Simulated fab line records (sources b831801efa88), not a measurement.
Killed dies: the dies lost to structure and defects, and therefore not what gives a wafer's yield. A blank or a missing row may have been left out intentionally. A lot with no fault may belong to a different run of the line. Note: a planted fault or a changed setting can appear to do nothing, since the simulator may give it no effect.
Matching of chambers | flow sfq_line | SFQ_TRILAYER_I3_VIA_ETCH_VIA_ETCH_088 on rie_diel-04: 4 sister chambers
The step etches SiO2 in CHF3, stops on Nb, target depth 260 nm. 4 wafers are shown with their chamber, then 8 later ones without.

== WAFERS PAIRED WITH THEIR CHAMBERS ==
wafer  | chamber | oes_product_au (a.u.)
L086.1 | 0       | 0.854
L086.2 | 3       | 0.856
L086.3 | 1       | 0.851
L086.4 | 2       | 0.856

== WAFERS WITH NO CHAMBER GIVEN ==
wafer  | oes_product_au (a.u.)
L086.5 | 0.855
L086.6 | 0.854
L087.1 | 0.852
L087.2 | 0.855
L087.3 | 0.858
L087.4 | 0.847
L087.5 | 0.849
L087.6 | 0.845

== THE CHAMBER EACH PASSED THROUGH ==
wafer  | from the rows above               | in truth
L086.5 | can't be placed: 0 or 2 or 3 or 1 | 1
L086.6 | can't be placed: 0 or 2 or 3 or 1 | 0
L087.1 | can't be placed: 1 or 0 or 2 or 3 | 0
L087.2 | can't be placed: 0 or 2 or 3 or 1 | 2
L087.3 | can't be placed: 2 or 3 or 0 or 1 | 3
L087.4 | can't be placed: 1 or 0 or 2 or 3 | 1
L087.5 | can't be placed: 1 or 0 or 2 or 3 | 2
L087.6 | can't be placed: 1 or 0 or 2 or 3 | 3
Correctly placed: 0 of 8. Can't be placed from these rows: 8 (the true chamber is among the candidates in 8). 0 placed wrongly.
How it was worked out, from the rows above alone: a wafer's distance from a chamber is the root of the sum, over the readings, of the square of ((its reading less the chamber's mean) divided by the reading's scatter). If the next closest chamber is less than 2 further off than the closest, the wafer can't be placed; otherwise it belongs to the closest. For every chamber, the mean is computed from those of its wafers that are shown. The scatter: root of mean squared gap, hidden wafer to nearest shown wafer, with one shown wafer a chamber.
